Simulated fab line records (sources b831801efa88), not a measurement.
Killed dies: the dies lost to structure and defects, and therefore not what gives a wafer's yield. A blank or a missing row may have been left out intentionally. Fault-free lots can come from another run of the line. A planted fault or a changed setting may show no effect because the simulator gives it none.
Matching of chambers :: flow gf180mcu :: GF_V4_CMP_04 on cmp-02 has 4 sister chambers
The step polishes SiO2. 8 wafers are shown with their chamber, then 9 later ones without.

== WAFERS WITH THEIR CHAMBER ==
wafer: L179.2
chamber: 2
motor_current_A (A): 12.3
time_to_endpoint_s (s): 77

wafer: L193.4
chamber: 0
motor_current_A (A): 11.5
time_to_endpoint_s (s): 74

wafer: L195.1
chamber: 1
motor_current_A (A): 12.6
time_to_endpoint_s (s): 70

wafer: L195.2
chamber: 3
motor_current_A (A): 11.9
time_to_endpoint_s (s): 79

wafer: L195.5
chamber: 0
motor_current_A (A): 11.7
time_to_endpoint_s (s): 78

wafer: L198.3
chamber: 1
motor_current_A (A): 11.6
time_to_endpoint_s (s): 72

wafer: L198.4
chamber: 2
motor_current_A (A): 12.2
time_to_endpoint_s (s): 81

wafer: L198.5
chamber: 3
motor_current_A (A): 12.4
time_to_endpoint_s (s): 91

== WAFERS WITHOUT THEIR CHAMBER ==
wafer: L199.1
motor_current_A (A): 12.7
time_to_endpoint_s (s): 76

wafer: L199.2
motor_current_A (A): 12.9
time_to_endpoint_s (s): 82

wafer: L199.6
motor_current_A (A): 10.8
time_to_endpoint_s (s): 77

wafer: L200.1
motor_current_A (A): 12.5
time_to_endpoint_s (s): 80

wafer: L200.5
motor_current_A (A): 11.3
time_to_endpoint_s (s): 87

wafer: L200.6
motor_current_A (A): 13.1
time_to_endpoint_s (s): 86

wafer: L201.3
motor_current_A (A): 12.5
time_to_endpoint_s (s): 82

wafer: L201.4
motor_current_A (A): 11.3
time_to_endpoint_s (s): 88

wafer: L201.6
motor_current_A (A): 11.2
time_to_endpoint_s (s): 81

== CHAMBER TAKEN BY EACH ==
wafer: L199.1
from the rows above: can't be placed: 2 or 1 or 3 or 0
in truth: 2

wafer: L199.2
from the rows above: can't be placed: 2 or 3 or 1 or 0
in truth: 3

wafer: L199.6
from the rows above: can't be placed: 0 or 1 or 2 or 3
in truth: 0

wafer: L200.1
from the rows above: can't be placed: 2 or 3 or 1 or 0
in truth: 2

wafer: L200.5
from the rows above: can't be placed: 3 or 0 or 2 or 1
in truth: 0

wafer: L200.6
from the rows above: can't be placed: 3 or 2 or 1 or 0
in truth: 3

wafer: L201.3
from the rows above: can't be placed: 2 or 3 or 1 or 0
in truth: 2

wafer: L201.4
from the rows above: can't be placed: 3 or 0 or 2 or 1
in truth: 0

wafer: L201.6
from the rows above: can't be placed: 0 or 3 or 2 or 1
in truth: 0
Placed correctly: 0 of 9. From these rows, 9 cannot be placed; in 9 the true chamber is one of the candidates. Number placed wrongly: 0.
How it was worked out, from the rows above alone: a wafer's distance from a chamber is the root of the sum, over the readings, of the square of ((its reading less the chamber's mean) divided by the reading's scatter). The wafer belongs to the nearest chamber; if the next one is less than 2 further off, it can't be placed. For every chamber, the mean is computed from those of its wafers that are shown. The scatter is the square root of a quotient: the sum, over the shown wafers, of each reading's squared deviation from its chamber's mean, divided by wafers minus chambers.
